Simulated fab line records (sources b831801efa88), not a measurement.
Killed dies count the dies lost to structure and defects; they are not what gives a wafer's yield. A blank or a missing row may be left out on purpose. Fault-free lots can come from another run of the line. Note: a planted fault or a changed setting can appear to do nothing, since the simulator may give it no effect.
Check of tool commonality :: flow gf180mcu :: Sample size 13 lots and 39 wafers

## WHY IT WAS OPENED
GF_VT_IMPLANT_TW_MEAS_43, reading VT_IMPLANT_4_TW: flagged on 1 of 13 lots. Fault-free wafers read 690, with a standard deviation of 5.2.
Rule: a lot gets a flag if all its wafers with a number sit over 4 standard deviations from that mean, or if no wafer of it has a number. The rest of the lots are taken to be sound.

lot: L623
measured: day 7 19:03
on: film_metro-04
VT_IMPLANT_4_TW, wafer by wafer: 685 688 688
flag: 

lot: L625
measured: day 8 11:23
on: film_metro-01
VT_IMPLANT_4_TW, wafer by wafer: 691 690 690
flag: 

lot: L627
measured: day 9 05:00
on: film_metro-04
VT_IMPLANT_4_TW, wafer by wafer: 687 685 680
flag: 

lot: L631
measured: day 10 04:22
on: film_metro-04
VT_IMPLANT_4_TW, wafer by wafer: 30 30 30
flag: FLAGGED

lot: L634
measured: day 11 03:32
on: film_metro-04
VT_IMPLANT_4_TW, wafer by wafer: 684 685 682
flag: 

lot: L638
measured: day 12 07:13
on: film_metro-04
VT_IMPLANT_4_TW, wafer by wafer: 689 686 687
flag: 

lot: L639
measured: day 12 16:01
on: film_metro-04
VT_IMPLANT_4_TW, wafer by wafer: 689 689 690
flag: 

lot: L640
measured: day 13 00:15
on: film_metro-01
VT_IMPLANT_4_TW, wafer by wafer: 695 699 695
flag: 

lot: L641
measured: day 13 08:08
on: film_metro-01
VT_IMPLANT_4_TW, wafer by wafer: 697 694 697
flag: 

lot: L642
measured: day 13 12:46
on: film_metro-04
VT_IMPLANT_4_TW, wafer by wafer: 683 680 681
flag: 

lot: L643
measured: day 13 20:01
on: film_metro-01
VT_IMPLANT_4_TW, wafer by wafer: 696 694 698
flag: 

lot: L644
measured: day 14 00:56
on: film_metro-02
VT_IMPLANT_4_TW, wafer by wafer: 692 691 689
flag: 

lot: L645
measured: day 14 11:00
on: film_metro-01
VT_IMPLANT_4_TW, wafer by wafer: 695 697 695
flag: 
On average the flagged lots read 30, which is -660 against the usual, or -99 or more standard deviations.

## EACH LOT AND THE TOOL IT RAN ON
2 process steps preceding the reading are held in the record, out of 602 steps in the route. In each cell: the tool, then ch and the chambers that the sampled wafers went through, then the start.
lot: L623
flag: 
GF_VT_IMPLANT_STRIP_09: plasma_asher-04 ch 0,1, day 5 19:20
GF_VT_IMPLANT_EXPOSE_37: iline_stepper-01 ch 0, day 7 10:41

lot: L625
flag: 
GF_VT_IMPLANT_STRIP_09: plasma_asher-01 ch 0, day 6 10:11
GF_VT_IMPLANT_EXPOSE_37: iline_stepper-01 ch 0, day 8 02:59

lot: L627
flag: 
GF_VT_IMPLANT_STRIP_09: plasma_asher-01 ch 0,1, day 7 01:06
GF_VT_IMPLANT_EXPOSE_37: iline_stepper-01 ch 0, day 8 19:22

lot: L631
flag: FLAGGED
GF_VT_IMPLANT_STRIP_09: plasma_asher-04 ch 0,1, day 7 20:32
GF_VT_IMPLANT_EXPOSE_37: iline_stepper-01 ch 0, day 9 18:32

lot: L634
flag: 
GF_VT_IMPLANT_STRIP_09: plasma_asher-02 ch 0,1, day 8 18:02
GF_VT_IMPLANT_EXPOSE_37: iline_stepper-02 ch 0, day 10 18:22

lot: L638
flag: 
GF_VT_IMPLANT_STRIP_09: plasma_asher-01 ch 0,1, day 9 20:37
GF_VT_IMPLANT_EXPOSE_37: iline_stepper-02 ch 0, day 11 21:08

lot: L639
flag: 
GF_VT_IMPLANT_STRIP_09: plasma_asher-04 ch 0,1, day 10 04:59
GF_VT_IMPLANT_EXPOSE_37: iline_stepper-02 ch 0, day 12 05:14

lot: L640
flag: 
GF_VT_IMPLANT_STRIP_09: plasma_asher-01 ch 0,1, day 10 13:11
GF_VT_IMPLANT_EXPOSE_37: iline_stepper-02 ch 0, day 12 14:14

lot: L641
flag: 
GF_VT_IMPLANT_STRIP_09: plasma_asher-04 ch 0,1, day 10 20:42
GF_VT_IMPLANT_EXPOSE_37: iline_stepper-02 ch 0, day 12 21:55

lot: L642
flag: 
GF_VT_IMPLANT_STRIP_09: plasma_asher-02 ch 0,1, day 11 01:17
GF_VT_IMPLANT_EXPOSE_37: iline_stepper-02 ch 0, day 13 02:48

lot: L643
flag: 
GF_VT_IMPLANT_STRIP_09: plasma_asher-04 ch 0,1, day 11 08:18
GF_VT_IMPLANT_EXPOSE_37: iline_stepper-01 ch 0, day 13 10:04

lot: L644
flag: 
GF_VT_IMPLANT_STRIP_09: plasma_asher-02 ch 0,1, day 11 12:53
GF_VT_IMPLANT_EXPOSE_37: iline_stepper-02 ch 0, day 13 14:23

lot: L645
flag: 
GF_VT_IMPLANT_STRIP_09: plasma_asher-02 ch 0,1, day 11 20:36
GF_VT_IMPLANT_EXPOSE_37: iline_stepper-01 ch 0, day 14 00:29
These steps, and what they do:
- GF_VT_IMPLANT_STRIP_09: strips in O2/N2.
- GF_VT_IMPLANT_EXPOSE_37: exposes mask Nwell HV AREA, target cd 860 nm.
- GF_VT_IMPLANT_TW_MEAS_43

## FLAGGED AGAINST TOTAL, ONE TOOL AT A TIME (gauges that did the reading follow at the end)
step: GF_VT_IMPLANT_STRIP_09
tool: plasma_asher-01
lots run: 4
flagged: 0
share of the flagged lots: none
sound lots run after its first flagged lot: -

step: GF_VT_IMPLANT_STRIP_09
tool: plasma_asher-02
lots run: 4
flagged: 0
share of the flagged lots: none
sound lots run after its first flagged lot: -

step: GF_VT_IMPLANT_STRIP_09
tool: plasma_asher-04
lots run: 5
flagged: 1
share of the flagged lots: all
sound lots run after its first flagged lot: 3 (L639,L641,L643)

step: GF_VT_IMPLANT_EXPOSE_37
tool: iline_stepper-01
lots run: 6
flagged: 1
share of the flagged lots: all
sound lots run after its first flagged lot: 2 (L643,L645)

step: GF_VT_IMPLANT_EXPOSE_37
tool: iline_stepper-02
lots run: 7
flagged: 0
share of the flagged lots: none
sound lots run after its first flagged lot: -

step: GF_VT_IMPLANT_TW_MEAS_43
tool: film_metro-01
lots run: 5
flagged: 0
share of the flagged lots: none
sound lots run after its first flagged lot: -

step: GF_VT_IMPLANT_TW_MEAS_43
tool: film_metro-02
lots run: 1
flagged: 0
share of the flagged lots: none
sound lots run after its first flagged lot: -

step: GF_VT_IMPLANT_TW_MEAS_43
tool: film_metro-04
lots run: 7
flagged: 1
share of the flagged lots: all
sound lots run after its first flagged lot: 4 (L634,L638,L639,L642)

## WHAT IS ALLOWED BY THE TABLE
In the table, 3 rows ran each flagged lot (plasma_asher-04 at GF_VT_IMPLANT_STRIP_09; iline_stepper-01 at GF_VT_IMPLANT_EXPOSE_37; film_metro-04 at GF_VT_IMPLANT_TW_MEAS_43).
- plasma_asher-04 at GF_VT_IMPLANT_STRIP_09 ran 5 lots, 1 of them flagged. Sound lots followed the first flagged one (L639, L641, L643) on it, something a lasting fault affecting the whole tool could not allow.
- iline_stepper-01 at GF_VT_IMPLANT_EXPOSE_37 ran 6 lots, 1 of them flagged. Sound lots followed the first flagged one (L643, L645) on it, something a lasting fault affecting the whole tool could not allow.
- film_metro-04 at GF_VT_IMPLANT_TW_MEAS_43 ran 7 lots, 1 of them flagged. Sound lots followed the first flagged one (L634, L638, L639, L642) on it, something a lasting fault affecting the whole tool could not allow.
None of the table's rows ran every flagged lot and, after the first, no sound lot.

## WHAT HAD BEEN PUT IN BY THE SIMULATOR
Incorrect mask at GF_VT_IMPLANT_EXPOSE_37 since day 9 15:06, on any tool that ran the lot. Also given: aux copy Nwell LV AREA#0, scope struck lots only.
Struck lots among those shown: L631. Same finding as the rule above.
